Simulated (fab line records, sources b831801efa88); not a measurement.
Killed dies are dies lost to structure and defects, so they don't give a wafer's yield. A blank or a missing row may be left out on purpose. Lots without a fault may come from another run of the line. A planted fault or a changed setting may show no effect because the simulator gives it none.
Split-lot experiment | flow sfq_line | 5 lots, 23 wafers read, on a route of 325 steps

THE SPLIT
At SFQ_TRILAYER_C5_LITHO_PEB_154 (peb time 60 s), the setting peb_temp_c was moved away from the recipe's 115 C on 7 of the 23 wafers read, by -2.2% to +2.5%. The other wafers ran this setting at the recipe's value.

FROM THE SPLIT TO THE READING: what the file shows between them, 1 step
- SFQ_TRILAYER_C5_LITHO_DEVELOP_153: time 60 s

THE READING
C5.cd_nm (the simulator's own value, which no gauge read), in nm, at SFQ_TRILAYER_C5_BARC_OPEN_VIA_ETCH_210 (etches BARC in O2, target depth 125 nm, time 40.6 s). The file gives no usual value for it. The 16 wafers here that ran the recipe average 499.9 nm, standard deviation 1.2 nm.

wafer  | tool, chamber at the split | peb_temp_c as run, C | against the recipe | C5.cd_nm, nm | against lot-mates on the recipe
L074.1 | litho_track-04, 0          | 117.9                | +2.5%              | 548.1        | +48.0
L074.2 | litho_track-04, 0          | 117.9                | +2.5%              | 548          | +47.9
L074.3 | litho_track-04, 0          | 115                  | recipe             | 498.7        | -
L074.4 | litho_track-04, 0          | 115                  | recipe             | 501.7        | -
L074.5 | litho_track-04, 0          | 115                  | recipe             | 499.9        | -
L077.1 | litho_track-01, 0          | 115                  | recipe             | 500.1        | -
L077.4 | litho_track-01, 0          | 115                  | recipe             | 499.5        | -
L077.5 | litho_track-01, 0          | 115                  | recipe             | 499.3        | -
L082.1 | litho_track-04, 0          | 116.9                | +1.7%              | 534.1        | +33.3
L082.2 | litho_track-04, 0          | 115                  | recipe             | 501.6        | -
L082.3 | litho_track-04, 0          | 115                  | recipe             | 499.3        | -
L082.4 | litho_track-04, 0          | 116.9                | +1.7%              | 533.3        | +32.5
L082.5 | litho_track-04, 0          | 115                  | recipe             | 501.4        | -
L084.1 | litho_track-03, 0          | 112.5                | -2.2%              | 451.4        | -49.2
L084.3 | litho_track-03, 0          | 112.5                | -2.2%              | 452.4        | -48.2
L084.4 | litho_track-03, 0          | 115                  | recipe             | 500.5        | -
L084.5 | litho_track-03, 0          | 115                  | recipe             | 500.8        | -
L084.6 | litho_track-03, 0          | 112.5                | -2.2%              | 449.7        | -50.9
L085.1 | litho_track-01, 0          | 115                  | recipe             | 498.6        | -
L085.2 | litho_track-01, 0          | 115                  | recipe             | 497.9        | -
L085.3 | litho_track-01, 0          | 115                  | recipe             | 498.4        | -
L085.4 | litho_track-01, 0          | 115                  | recipe             | 501.2        | -
L085.6 | litho_track-01, 0          | 115                  | recipe             | 499          | -

THE FIT
A straight line over all 23 wafers: C5.cd_nm changes by +20.8 nm for each +1% of peb_temp_c; r = +1.00; the points scatter about the line by 2 nm.
The same after taking each lot's own level away (the mean of its wafers on the recipe; 23 wafers): +20.9 nm for each +1%; r = +1.00; scatter 2.1 nm.
On that fit, the largest move of peb_temp_c shifts the reading by 53 nm.
The lots' own levels span 499.02 to 500.77 nm, that is 1.5 times the standard deviation above.
So the lot-to-lot level changes the slope little: the two slopes agree.
Check: with one of the wafers moved furthest among these (+2.5%) left out of the fit, the line predicts +52.6 nm for it against its lot-mates. It came out at +48 nm against them.

THE FILE'S OWN FIT
C5.cd_nm changes by +20.5 nm for each +1% of peb_temp_c, r = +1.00.
